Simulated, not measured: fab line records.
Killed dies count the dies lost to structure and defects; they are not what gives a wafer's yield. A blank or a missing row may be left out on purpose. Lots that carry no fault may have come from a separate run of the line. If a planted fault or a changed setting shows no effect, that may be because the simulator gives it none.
fab line records	flow sky130
record lots=12	wafers=36	last-day=50
route steps=708 shown CAP2M@606 VIA4@639 PAD_OPEN@708
lots untouched by any fault: they come from a run of this same line in which no faults occurred
start-h: hours from the record's opening day to when the first of the lot's shown wafers began	wait-h: time in hours since the lot's previous step	" unchanged from the row above	L1.1+2: a row that stands for several wafers	- no value, or no start was given	* or withheld: withheld	< > ~ a bound
route shown NAME@n: names a module that has steps shown in the file, with the first one's number in the route	usual: average and standard deviation across the fault-free wafers	same: alike in all rows	chamber/n: place in a boat	sites: each site's reading	_std_site: their standard deviation	_edge_site: the outer-site mean with the inner-site mean subtracted	radius-mm: for every site, how far away it sits from the centre of the wafer	mask NAME#n: copy n	behind: the most recent tool/chamber to have shaped the wafer	hold: cause of the lot's hold/its duration in hours/its outcome	device: the transistor (n, p or np) that didn't switch	end of line: the same wafers' tests at the end of the route	for a step that has no rows: nothing shown but its recipe	killed: dies that structure and defects cost at the first sort, which is not the same as the wafer's yield	map: per-die view of a wafer (x killed, . not killed, _ where there is no die)
set.NAME: the setting the step ran with; set.NAME@STEP: the setting that earlier step ran with	model.NAME: the simulator's own value behind a step, which no gauge read
steps of the route over a sample of lots; a table a step, a row a wafer
services: when a tool's chamber went out of use (start-h, in hours from the record's first day, below 0 if earlier), for how many hours, and the reason
## steps
# step SKY_CAP2M_RS_MEAS_03
# recipe thk-meas-gauge=four-point-probe	reads=TiN_of_CAP2M_SPUTTER_02
# usual CAP2M_TIN_RS=6.94/0.074
lot.wafer	tool	chamber	start-h	wait-h	CAP2M_TIN_RS[ohm/sq]
L367.1	film-metro-03	-	945.79	0.1	7.06
L367.4	"	-	"	"	6.98
L367.5	"	-	"	"	7.03
L368.2	film-metro-01	-	949.70	0.1	6.97
L368.3	"	-	"	"	7.05
L368.6	"	-	"	"	7.03
L369.1	film-metro-03	-	952.09	0.1	6.83
L369.2	"	-	"	"	6.90
L369.3	"	-	"	"	6.91
L370.1	film-metro-03	-	956.24	0.1	6.82
L370.3	"	-	"	"	6.83
L370.4	"	-	"	"	7.01
L371.2	film-metro-03	-	967.78	0.1	6.87
L371.3	"	-	"	"	6.91
L371.5	"	-	"	"	7.00
L377.1	film-metro-03	-	1012.04	0.1	6.91
L377.2	"	-	"	"	7.01
L377.4	"	-	"	"	6.98
L378.3	film-metro-01	-	1017.96	0.1	6.92
L378.5	"	-	"	"	6.93
L378.6	"	-	"	"	7.00
L380.2	film-metro-01	-	1031.73	0.1	7.03
L380.3	"	-	"	"	6.98
L380.4	"	-	"	"	6.95
L381.2	film-metro-01	-	1032.89	0.1	7.08
L381.5	"	-	"	"	7.02
L381.6	"	-	"	"	7.03
L385.1	film-metro-01	-	1055.03	0.1	6.98
L385.2	"	-	"	"	6.97
L385.6	"	-	"	"	6.94
L390.1	film-metro-02	-	1092.06	0.1	6.98
L390.3	"	-	"	"	6.91
L390.6	"	-	"	"	7.01
L389.4	film-metro-03	-	1097.07	0.1	7.03
L389.5	"	-	"	"	6.97
L389.6	"	-	"	"	6.91
# step SKY_CAP2M_OVL_MEAS_12
# usual CAP2M_OVL=0.7/1.4
lot.wafer	tool	chamber	start-h	wait-h	CAP2M_OVL[nm]
L367.1	overlay-01	-	969.58	0.1	1.5
L367.4	"	-	"	"	2.0
L367.5	"	-	"	"	2.3
L368.2	overlay-01	-	974.25	0.1	3.2
L368.3	"	-	"	"	1.6
L368.6	"	-	"	"	3.0
L369.1	overlay-02	-	975.64	0.1	0.7
L369.2	"	-	"	"	1.4
L369.3	"	-	"	"	0.3
L370.1	overlay-01	-	980.08	0.1	1.6
L370.3	"	-	"	"	3.1
L370.4	"	-	"	"	0.6
L371.2	overlay-01	-	992.31	0.1	-1.5
L371.3	"	-	"	"	-1.2
L371.5	"	-	"	"	-0.5
L377.1	overlay-01	-	1034.08	0.1	2.7
L377.2	"	-	"	"	3.8
L377.4	"	-	"	"	2.8
L378.3	overlay-01	-	1040.45	0.1	-1.4
L378.5	"	-	"	"	-1.0
L378.6	"	-	"	"	-0.3
L380.2	overlay-02	-	1051.75	0.1	1.2
L380.3	"	-	"	"	-0.6
L380.4	"	-	"	"	-1.2
L381.2	overlay-02	-	1053.73	0.1	-0.7
L381.5	"	-	"	"	-0.6
L381.6	"	-	"	"	-0.2
L385.1	overlay-02	-	1077.20	0.1	-1.6
L385.2	"	-	"	"	-0.8
L385.6	"	-	"	"	-0.8
L390.1	overlay-01	-	1112.38	0.1	0.9
L390.3	"	-	"	"	1.2
L390.6	"	-	"	"	2.0
L389.4	overlay-01	-	1117.24	0.1	1.6
L389.5	"	-	"	"	3.6
L389.6	"	-	"	"	0.2
# step SKY_VIA4_HDPCVD_00
# recipe material=SiO2	target-thk-nm=1750	sigma-open-frac=0.3	time-s=291.7	temp-c=400	sih4-flow-sccm=60	pressure-mtorr=6
# usual sih4-flow-sccm=60.01/0.17
lot.wafer	tool	chamber	start-h	wait-h	sih4-flow-sccm
L367.1	hdpcvd-01	2	995.21	0.0	59.99
L367.4	"	1	"	"	59.93
L367.5	"	2	"	"	59.90
L368.2	hdpcvd-01	0	999.97	0.0	59.85
L368.3	"	2	"	"	59.89
L368.6	"	1	"	"	60.12
L369.1	hdpcvd-02	0	1001.43	0.0	59.82
L369.2	"	1	"	"	59.79
L369.3	"	2	"	"	60.21
L370.1	hdpcvd-02	1	1005.35	0.0	60.10
L370.3	"	0	"	"	59.70
L370.4	"	0	"	"	59.79
L371.2	hdpcvd-02	1	1017.23	0.0	60.27
L371.3	"	2	"	"	59.79
L371.5	"	1	"	"	59.93
L377.1	hdpcvd-01	0	1058.87	0.0	59.81
L377.2	"	2	"	"	60.14
L377.4	"	2	"	"	59.72
L378.3	hdpcvd-01	2	1064.07	0.1	59.94
L378.5	"	0	"	"	59.94
L378.6	"	2	"	"	60.32
L380.2	hdpcvd-02	2	1076.06	0.0	59.73
L380.3	"	1	"	"	60.04
L380.4	"	1	"	"	59.88
L381.2	hdpcvd-02	2	1077.30	0.0	60.14
L381.5	"	2	"	"	60.20
L381.6	"	0	"	"	60.05
L385.1	hdpcvd-02	0	1100.18	0.0	59.96
L385.2	"	2	"	"	59.99
L385.6	"	1	"	"	60.08
L390.1	hdpcvd-02	1	1134.79	0.0	59.62
L390.3	"	0	"	"	60.33
L390.6	"	2	"	"	60.22
L389.4	hdpcvd-01	1	1138.62	0.1	59.77
L389.5	"	2	"	"	60.22
L389.6	"	0	"	"	60.04
# step SKY_VIA4_THK_MEAS_01
# recipe reads=SiO2_of_VIA4_HDPCVD_00
# usual VIA4_HDPCVD_THK=1741/20
lot.wafer	tool	chamber	start-h	wait-h	VIA4_HDPCVD_THK[nm]
L367.1	film-metro-02	-	995.39	0.1	1718
L367.4	"	-	"	"	1727
L367.5	"	-	"	"	1736
L368.2	film-metro-02	-	1000.16	0.1	1757
L368.3	"	-	"	"	1747
L368.6	"	-	"	"	1740
L369.1	film-metro-01	-	1001.61	0.1	1787
L369.2	"	-	"	"	1750
L369.3	"	-	"	"	1756
L370.1	film-metro-04	-	1005.53	0.1	1748
L370.3	"	-	"	"	1769
L370.4	"	-	"	"	1786
L371.2	film-metro-04	-	1017.42	0.1	1734
L371.3	"	-	"	"	1756
L371.5	"	-	"	"	1744
L377.1	film-metro-01	-	1059.14	0.2	554
L377.2	"	-	"	"	518
L377.4	"	-	"	"	530
L378.3	film-metro-02	-	1064.27	0.1	494
L378.5	"	-	"	"	510
L378.6	"	-	"	"	493
L380.2	film-metro-02	-	1076.25	0.1	1756
L380.3	"	-	"	"	1748
L380.4	"	-	"	"	1746
L381.2	film-metro-02	-	1077.49	0.1	1732
L381.5	"	-	"	"	1744
L381.6	"	-	"	"	1772
L385.1	film-metro-02	-	1100.36	0.1	1762
L385.2	"	-	"	"	1749
L385.6	"	-	"	"	1738
L390.1	film-metro-02	-	1134.97	0.1	1730
L390.3	"	-	"	"	1774
L390.6	"	-	"	"	1751
L389.4	film-metro-04	-	1138.74	0.0	1688
L389.5	"	-	"	"	1706
L389.6	"	-	"	"	1722
# step SKY_VIA4_BOW_MEAS_03
# recipe mode=bow
# usual VIA4_BOW=79/9
lot.wafer	tool	chamber	start-h	wait-h	VIA4_BOW[um]
L367.1	film-metro-01	-	995.75	0.2	64
L367.4	"	-	"	"	86
L367.5	"	-	"	"	77
L368.2	film-metro-04	-	1000.53	0.1	95
L368.3	"	-	"	"	97
L368.6	"	-	"	"	92
L369.1	film-metro-02	-	1001.97	0.2	67
L369.2	"	-	"	"	64
L369.3	"	-	"	"	64
L370.1	film-metro-02	-	1005.89	0.2	79
L370.3	"	-	"	"	77
L370.4	"	-	"	"	77
L371.2	film-metro-02	-	1017.79	0.1	71
L371.3	"	-	"	"	57
L371.5	"	-	"	"	72
L377.1	film-metro-02	-	1059.98	0.1	69
L377.2	"	-	"	"	74
L377.4	"	-	"	"	66
L378.3	film-metro-02	-	1064.98	0.3	84
L378.5	"	-	"	"	86
L378.6	"	-	"	"	87
L380.2	film-metro-01	-	1076.62	0.2	85
L380.3	"	-	"	"	95
L380.4	"	-	"	"	90
L381.2	film-metro-01	-	1077.86	0.1	79
L381.5	"	-	"	"	73
L381.6	"	-	"	"	78
L385.1	film-metro-02	-	1100.72	0.2	81
L385.2	"	-	"	"	67
L385.6	"	-	"	"	79
L390.1	film-metro-01	-	1135.33	0.1	71
L390.3	"	-	"	"	78
L390.6	"	-	"	"	80
L389.4	film-metro-02	-	1139.13	0.2	70
L389.5	"	-	"	"	66
L389.6	"	-	"	"	69
# step SKY_VIA4_ETCH_12
# recipe target=SiO2	chemistry=C4F8/O2/Ar	stop-on=TiN	mask-material=NOVOLAK	source-w=1500	bias-w=1200	pressure-mtorr=40	c4f8-flow-sccm=withheld	O2_flow_sccm=6	Ar_flow_sccm=300	time-s=withheld	target-depth-a=5800
# usual oes-product-au=0.926/0.0046
lot.wafer	tool	chamber	start-h	wait-h	oes-product-au
L367.1	rie-diel-02	2	1018.81	0.0	0.921
L367.4	"	0	"	"	0.923
L367.5	"	2	"	"	0.923
L368.2	rie-diel-02	2	1023.18	0.0	0.928
L368.3	"	0	"	"	0.930
L368.6	"	0	"	"	0.921
L369.1	rie-diel-01	0	1025.41	0.0	0.930
L369.2	"	3	"	"	0.923
L369.3	"	2	"	"	0.921
L370.1	rie-diel-04	1	1028.33	0.0	0.922
L370.3	"	0	"	"	0.920
L370.4	"	2	"	"	0.927
L371.2	rie-diel-04	0	1039.66	0.0	0.923
L371.3	"	1	"	"	0.925
L371.5	"	1	"	"	0.928
L377.1	rie-diel-01	0	1081.13	0.0	0.904
L377.2	"	1	"	"	0.869
L377.4	"	3	"	"	0.878
L378.3	rie-diel-04	3	1085.01	0.0	0.852
L378.5	"	2	"	"	0.863
L378.6	"	1	"	"	0.845
L380.2	rie-diel-01	3	1097.83	0.0	0.931
L380.3	"	1	"	"	0.925
L380.4	"	0	"	"	0.930
L381.2	rie-diel-02	3	1098.93	0.0	0.936
L381.5	"	3	"	"	0.919
L381.6	"	0	"	"	0.924
L385.1	rie-diel-02	1	1120.66	0.0	0.928
L385.2	"	3	"	"	0.930
L385.6	"	3	"	"	0.925
L390.1	rie-diel-04	0	1154.03	0.0	0.923
L390.3	"	1	"	"	0.931
L390.6	"	2	"	"	0.921
L389.4	rie-diel-01	2	1157.28	0.0	0.922
L389.5	"	1	"	"	0.933
L389.6	"	2	"	"	0.923
# step SKY_PAD_OPEN_PROBE_99
# usual defect-limited-yield=82.5/2	killed_at_M0_to_M3=44/7.4	killed_at_M4_up=3.0/1.8	killed-at-contacts=24/5.1	killed-at-front-end=15/4.3	killed-at-other=0.3/0.54	killed-dies=86/9.9	killed-open=47/7.1	killed-short=38/6.7
# same gross-dies=492	killed-at-back-side=0
lot.wafer	tool	chamber	start-h	wait-h	defect-limited-yield[%]	killed_at_M0_to_M3	killed_at_M4_up	killed-at-contacts	killed-at-front-end	killed-at-other	killed-dies	killed-open	killed-short
L367.1	prober-02	-	1090.59	0.1	82.3	48	1	19	17	2	87	50	37
L367.4	prober-02	-	1090.74	0.2	79.9	56	6	25	11	1	99	57	42
L367.5	prober-02	-	1090.79	0.2	82.3	45	2	24	16	0	87	50	37
L368.2	prober-02	-	1094.22	0.1	83.9	42	4	25	8	0	79	42	37
L368.3	prober-02	-	1094.27	0.2	81.1	59	3	20	11	0	93	45	48
L368.6	prober-02	-	1094.42	0.2	82.9	48	1	20	15	0	84	53	31
L369.1	prober-01	-	1097.29	0.1	86.0	33	1	21	12	2	69	40	29
L369.2	prober-01	-	1097.34	0.1	88.2	28	2	20	7	1	58	41	17
L369.3	prober-01	-	1097.39	0.2	82.9	38	6	22	17	1	84	53	31
L370.1	prober-02	-	1098.79	0.1	86.6	25	4	25	12	0	66	32	34
L370.3	prober-02	-	1098.89	0.2	83.1	44	1	21	17	0	83	36	47
L370.4	prober-02	-	1098.94	0.2	85.8	40	2	16	12	0	70	38	32
L371.2	prober-01	-	1110.49	0.1	81.9	49	3	24	13	0	89	48	41
L371.3	prober-01	-	1110.54	0.2	82.1	51	4	21	12	0	88	41	47
L371.5	prober-01	-	1110.64	0.2	82.1	44	3	33	8	0	88	57	31
L377.1	prober-02	-	1145.75	0.1	85.0	38	2	22	12	0	74	41	33
L377.2	prober-02	-	1145.80	0.1	85.0	41	2	20	11	0	74	37	37
L377.4	prober-02	-	1145.90	0.2	81.1	51	4	24	14	0	93	49	44
L378.3	prober-01	-	1149.58	0.2	81.1	43	2	29	19	0	93	53	40
L378.5	prober-01	-	1149.68	0.2	82.3	48	3	25	11	0	87	43	44
L378.6	prober-01	-	1149.73	0.2	81.1	43	7	23	19	1	93	54	39
L380.2	prober-01	-	1161.12	0.1	86.0	36	5	13	14	1	69	46	22
L380.3	prober-01	-	1161.17	0.2	82.1	48	6	24	10	0	88	57	31
L380.4	prober-01	-	1161.22	0.2	82.3	46	3	28	10	0	87	51	36
L381.2	prober-02	-	1164.76	0.1	80.5	42	4	27	23	0	96	58	38
L381.5	prober-02	-	1164.91	0.2	84.6	42	1	22	10	1	76	43	33
L381.6	prober-02	-	1164.96	0.2	81.7	43	4	21	22	0	90	49	41
L385.1	prober-02	-	1179.83	0.1	79.3	50	4	27	21	0	102	51	51
L385.2	prober-02	-	1179.88	0.1	80.7	45	5	33	12	0	95	59	36
L385.6	prober-02	-	1180.08	0.2	82.1	52	2	21	13	0	88	47	41
L390.1	prober-02	-	1208.64	0.1	82.9	43	1	20	18	2	84	48	36
L390.3	prober-02	-	1208.74	0.2	82.9	43	5	20	15	1	84	39	45
L390.6	prober-02	-	1208.89	0.2	82.3	45	6	20	16	0	87	44	43
L389.4	prober-02	-	1211.79	0.2	84.3	46	2	21	8	0	77	36	41
L389.5	prober-02	-	1211.84	0.2	80.5	50	0	24	22	0	96	54	42
L389.6	prober-02	-	1211.89	0.2	83.9	37	0	26	16	0	79	49	30
# killed by level:class
L367.1 VIA1:geometric-particle:open=12 CONTACT:geometric-particle:open=9 VIA2:geometric-particle:open=6 FIELD_ISO:geometric-particle:open=5 CONTACT:geometric-particle:short=5 METAL3:geometric-particle:short=5 METAL2:geometric-particle:short=4 VIA2:geometric-particle:short=4
L367.4 VIA1:geometric-particle:open=15 VIA3:geometric-particle:open=8 LI_CONTACT:geometric-particle:open=8 CONTACT:geometric-particle:open=7 METAL1:geometric-particle:short=6 VIA2:geometric-particle:open=6 VIA1:geometric-particle:short=6 METAL3:geometric-particle:short=5
L367.5 VIA1:geometric-particle:open=12 CONTACT:geometric-particle:short=8 CONTACT:geometric-particle:open=7 VIA3:geometric-particle:open=7 LI_CONTACT:geometric-particle:open=6 FIELD_ISO:geometric-particle:open=5 METAL2:geometric-particle:short=5 FIELD_ISO:geometric-particle:short=4
L368.2 CONTACT:geometric-particle:open=10 LI_CONTACT:geometric-particle:open=8 VIA1:geometric-particle:open=8 METAL2:geometric-particle:short=6 VIA3:geometric-particle:open=6 CONTACT:geometric-particle:short=4 METAL1:geometric-particle:short=4 VIA2:geometric-particle:open=4
L368.3 VIA1:geometric-particle:open=15 CONTACT:geometric-particle:short=9 METAL1:geometric-particle:short=8 METAL2:geometric-particle:short=8 VIA1:geometric-particle:short=7 VIA2:geometric-particle:open=6 POLY_GATE:geometric-particle:open=4 LI_CONTACT:geometric-particle:open=4
L368.6 CONTACT:geometric-particle:open=15 VIA1:geometric-particle:open=9 METAL2:geometric-particle:short=9 VIA2:geometric-particle:open=7 VIA3:geometric-particle:open=7 FIELD_ISO:geometric-particle:open=5 VIA1:geometric-particle:short=4 VIA3:geometric-particle:short=4
L369.1 VIA1:geometric-particle:open=7 VIA3:geometric-particle:open=7 CONTACT:geometric-particle:open=6 LI_CONTACT:geometric-particle:open=6 METAL1:geometric-particle:short=6 FIELD_ISO:geometric-particle:short=5 VIA2:geometric-particle:open=5 LI_CONTACT:geometric-particle:short=4
L369.2 CONTACT:geometric-particle:open=12 VIA1:geometric-particle:open=8 VIA2:geometric-particle:open=5 VIA3:geometric-particle:open=5 LI_CONTACT:geometric-particle:open=3 CONTACT:geometric-particle:short=3 METAL1:geometric-particle:open=2 METAL2:geometric-particle:short=2
L369.3 VIA1:geometric-particle:open=14 LI_CONTACT:geometric-particle:open=8 CONTACT:geometric-particle:open=7 VIA3:geometric-particle:open=6 METAL1:geometric-particle:short=4 SPACER:geometric-particle:open=4 VIA1:geometric-particle:short=4 METAL4:geometric-particle:short=4
L370.1 CONTACT:geometric-particle:open=11 LI_CONTACT:geometric-particle:open=6 CONTACT:geometric-particle:short=6 METAL1:geometric-particle:short=5 VIA1:geometric-particle:short=4 METAL4:geometric-particle:short=4 FIELD_ISO:geometric-particle:open=3 POLY_CUT:geometric-particle:short=3
L370.3 VIA1:geometric-particle:open=8 VIA2:geometric-particle:open=6 CONTACT:geometric-particle:short=6 METAL2:geometric-particle:short=6 METAL3:geometric-particle:short=6 VIA3:geometric-particle:open=5 LI_CONTACT:geometric-particle:open=5 CONTACT:geometric-particle:open=5
L370.4 VIA1:geometric-particle:open=7 VIA2:geometric-particle:open=7 LI_CONTACT:geometric-particle:open=6 FIELD_ISO:geometric-particle:open=5 FIELD_ISO:geometric-particle:short=4 CONTACT:geometric-particle:short=4 VIA1:geometric-particle:short=4 VIA2:geometric-particle:short=4
L371.2 VIA1:geometric-particle:open=13 LI_CONTACT:geometric-particle:open=11 VIA2:geometric-particle:open=8 VIA3:geometric-particle:short=6 METAL1:geometric-particle:short=5 METAL2:geometric-particle:short=5 FIELD_ISO:geometric-particle:short=4 VIA1:geometric-particle:short=4
L371.3 VIA1:geometric-particle:open=15 LI_CONTACT:geometric-particle:open=7 CONTACT:geometric-particle:open=7 METAL1:geometric-particle:short=7 METAL2:geometric-particle:short=7 VIA3:geometric-particle:open=6 FIELD_ISO:geometric-particle:short=5 CONTACT:geometric-particle:short=5
L371.5 VIA1:geometric-particle:open=16 LI_CONTACT:geometric-particle:open=16 CONTACT:geometric-particle:open=8 VIA3:geometric-particle:open=6 LI_CONTACT:geometric-particle:short=5 VIA2:geometric-particle:open=5 VIA1:geometric-particle:short=5 METAL2:geometric-particle:short=3
L377.1 VIA2:geometric-particle:open=8 LI_CONTACT:geometric-particle:open=7 CONTACT:geometric-particle:open=7 METAL2:geometric-particle:short=7 VIA1:geometric-particle:short=6 VIA3:geometric-particle:open=6 LOCAL_INTERCONNECT:geometric-particle:short=5 VIA1:geometric-particle:open=5
L377.2 VIA1:geometric-particle:open=10 LI_CONTACT:geometric-particle:open=7 VIA2:geometric-particle:open=6 POLY_GATE:geometric-particle:short=5 VIA1:geometric-particle:short=5 POLY_GATE:geometric-particle:open=4 VIA2:geometric-particle:short=4 LOCAL_INTERCONNECT:geometric-particle:short=4
L377.4 VIA1:geometric-particle:open=13 VIA2:geometric-particle:open=8 LI_CONTACT:geometric-particle:short=7 CONTACT:geometric-particle:short=6 CONTACT:geometric-particle:open=6 METAL1:geometric-particle:short=6 POLY_GATE:geometric-particle:open=5 METAL2:geometric-particle:short=5
L378.3 VIA1:geometric-particle:open=12 CONTACT:geometric-particle:open=10 METAL2:geometric-particle:short=7 LI_CONTACT:geometric-particle:open=6 VIA3:geometric-particle:open=6 FIELD_ISO:geometric-particle:short=4 LI_CONTACT:geometric-particle:short=4 VIA1:geometric-particle:short=4
L378.5 CONTACT:geometric-particle:open=12 METAL1:geometric-particle:short=10 VIA1:geometric-particle:open=8 VIA1:geometric-particle:short=7 METAL2:geometric-particle:short=6 VIA2:geometric-particle:open=6 VIA3:geometric-particle:open=5 LOCAL_INTERCONNECT:geometric-particle:short=4
L378.6 VIA1:geometric-particle:open=12 VIA2:geometric-particle:open=11 LI_CONTACT:geometric-particle:open=7 CONTACT:geometric-particle:open=7 FIELD_ISO:geometric-particle:open=5 POLY_GATE:geometric-particle:short=5 LOCAL_INTERCONNECT:geometric-particle:short=4 VIA3:geometric-particle:open=4
L380.2 POLY_GATE:geometric-particle:open=9 VIA1:geometric-particle:open=9 VIA3:geometric-particle:open=7 VIA1:geometric-particle:short=7 CONTACT:geometric-particle:open=5 VIA2:geometric-particle:open=5 LI_CONTACT:geometric-particle:open=4 CONTACT:geometric-particle:short=3
L380.3 LI_CONTACT:geometric-particle:open=10 VIA1:geometric-particle:open=10 VIA2:geometric-particle:open=10 CONTACT:geometric-particle:open=8 METAL2:geometric-particle:short=8 VIA3:geometric-particle:open=6 VIA1:geometric-particle:short=4 POLY_GATE:geometric-particle:open=4
L380.4 VIA1:geometric-particle:open=13 CONTACT:geometric-particle:open=13 VIA2:geometric-particle:open=7 LI_CONTACT:geometric-particle:open=6 METAL1:geometric-particle:short=6 VIA1:geometric-particle:short=5 LOCAL_INTERCONNECT:geometric-particle:short=4 VIA3:geometric-particle:open=4
L381.2 CONTACT:geometric-particle:open=10 VIA1:geometric-particle:open=10 LI_CONTACT:geometric-particle:open=8 FIELD_ISO:geometric-particle:open=6 VIA2:geometric-particle:open=6 METAL2:geometric-particle:short=6 CONTACT:geometric-particle:short=5 VIA3:geometric-particle:open=5
L381.5 VIA1:geometric-particle:open=15 CONTACT:geometric-particle:open=10 METAL2:geometric-particle:short=6 VIA2:geometric-particle:open=5 LI_CONTACT:geometric-particle:open=4 CONTACT:geometric-particle:short=4 VIA1:geometric-particle:short=4 VIA3:geometric-particle:open=4
L381.6 CONTACT:geometric-particle:open=9 VIA1:geometric-particle:open=9 POLY_GATE:geometric-particle:short=7 POLY_GATE:geometric-particle:open=7 METAL2:geometric-particle:short=7 VIA2:geometric-particle:open=6 METAL1:geometric-particle:short=5 VIA2:geometric-particle:short=5
L385.1 VIA1:geometric-particle:open=13 CONTACT:geometric-particle:open=12 METAL2:geometric-particle:short=9 LI_CONTACT:geometric-particle:open=8 VIA1:geometric-particle:short=8 POLY_GATE:geometric-particle:short=6 METAL1:geometric-particle:short=6 FIELD_ISO:geometric-particle:open=5
L385.2 LI_CONTACT:geometric-particle:open=15 CONTACT:geometric-particle:open=12 VIA1:geometric-particle:open=8 VIA1:geometric-particle:short=7 VIA3:geometric-particle:open=7 VIA2:geometric-particle:open=7 VIA2:geometric-particle:short=5 POLY_GATE:geometric-particle:short=4
L385.6 VIA1:geometric-particle:open=10 VIA3:geometric-particle:open=9 FIELD_ISO:geometric-particle:open=6 LI_CONTACT:geometric-particle:open=6 METAL2:geometric-particle:short=6 METAL1:geometric-particle:short=6 CONTACT:geometric-particle:open=5 VIA2:geometric-particle:open=5
L390.1 CONTACT:geometric-particle:open=11 VIA1:geometric-particle:open=10 VIA3:geometric-particle:open=7 FIELD_ISO:geometric-particle:open=5 METAL1:geometric-particle:short=5 POLY_GATE:geometric-particle:short=4 LI_CONTACT:geometric-particle:open=4 VIA1:geometric-particle:short=4
L390.3 METAL1:geometric-particle:short=9 VIA2:geometric-particle:open=8 VIA1:geometric-particle:open=6 LI_CONTACT:geometric-particle:open=5 METAL2:geometric-particle:short=5 CONTACT:geometric-particle:open=5 VIA1:geometric-particle:short=5 FIELD_ISO:geometric-particle:open=4
L390.6 VIA1:geometric-particle:open=14 VIA1:geometric-particle:short=11 CONTACT:geometric-particle:open=7 POLY_GATE:geometric-particle:open=5 METAL1:geometric-particle:short=5 FIELD_ISO:geometric-particle:open=3 FIELD_ISO:geometric-particle:short=3 LI_CONTACT:geometric-particle:short=3
L389.4 VIA2:geometric-particle:open=12 METAL2:geometric-particle:short=7 CONTACT:geometric-particle:short=6 VIA1:geometric-particle:open=6 VIA3:geometric-particle:short=5 VIA3:geometric-particle:open=5 CONTACT:geometric-particle:open=4 VIA1:geometric-particle:short=4
L389.5 VIA2:geometric-particle:open=11 FIELD_ISO:geometric-particle:open=9 VIA3:geometric-particle:open=8 CONTACT:geometric-particle:short=7 CONTACT:geometric-particle:open=7 METAL1:geometric-particle:short=7 VIA1:geometric-particle:open=6 FIELD_ISO:geometric-particle:short=5
L389.6 CONTACT:geometric-particle:open=12 LI_CONTACT:geometric-particle:open=7 VIA1:geometric-particle:open=7 FIELD_ISO:geometric-particle:open=6 VIA2:geometric-particle:open=5 CONTACT:geometric-particle:short=4 METAL1:geometric-particle:short=4 METAL2:geometric-particle:short=4
## services
tool	chamber	start-h	hours	kind
rie-diel-04	3	982.85	1.9	repair
rie-diel-04	-	984.46	0.5	repair
rie-diel-02	-	991.60	0.7	repair
rie-diel-02	-	995.46	2.2	repair
hdpcvd-01	0	1020.90	23.7	repair
rie-diel-02	1	1022.27	7.2	repair
rie-diel-01	-	1046.35	0.6	repair
rie-diel-01	0	1052.26	5.7	repair
hdpcvd-01	1	1055.78	10.0	repair
hdpcvd-01	0	1064.86	7.5	repair
rie-diel-04	2	1094.87	12.6	repair
rie-diel-01	3	1103.37	3.7	repair
rie-diel-02	1	1148.20	10.1	repair
hdpcvd-02	2	1148.23	5.1	repair
rie-diel-02	3	1156.93	8.7	repair
## key
first-sign step=SKY_VIA4_THK_MEAS_01	reading=VIA4_HDPCVD_THK	direction=down	sigmas=61	usual=1741	struck=517
effect step=SKY_VIA4_ETCH_12	reading=oes-product-au	direction=down	sigmas=12	usual=0.926	struck=0.868
met-at SKY_VIA4_HDPCVD_00
struck-lots L377,L378
not-acting-at SKY_CAP2M_RS_MEAS_03,SKY_CAP2M_OVL_MEAS_12,SKY_VIA4_BOW_MEAS_03
onset-between 999.97 1058.87
fault kind=process-parameter-drift	tool=hdpcvd-01	chamber=-	onset-h=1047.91	steps=SKY_VIA4_HDPCVD_00	channel=target-thk-nm	offset=-1228.6	shape=step	end-h=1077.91	acts-in=these-recipes-only	stated=1750
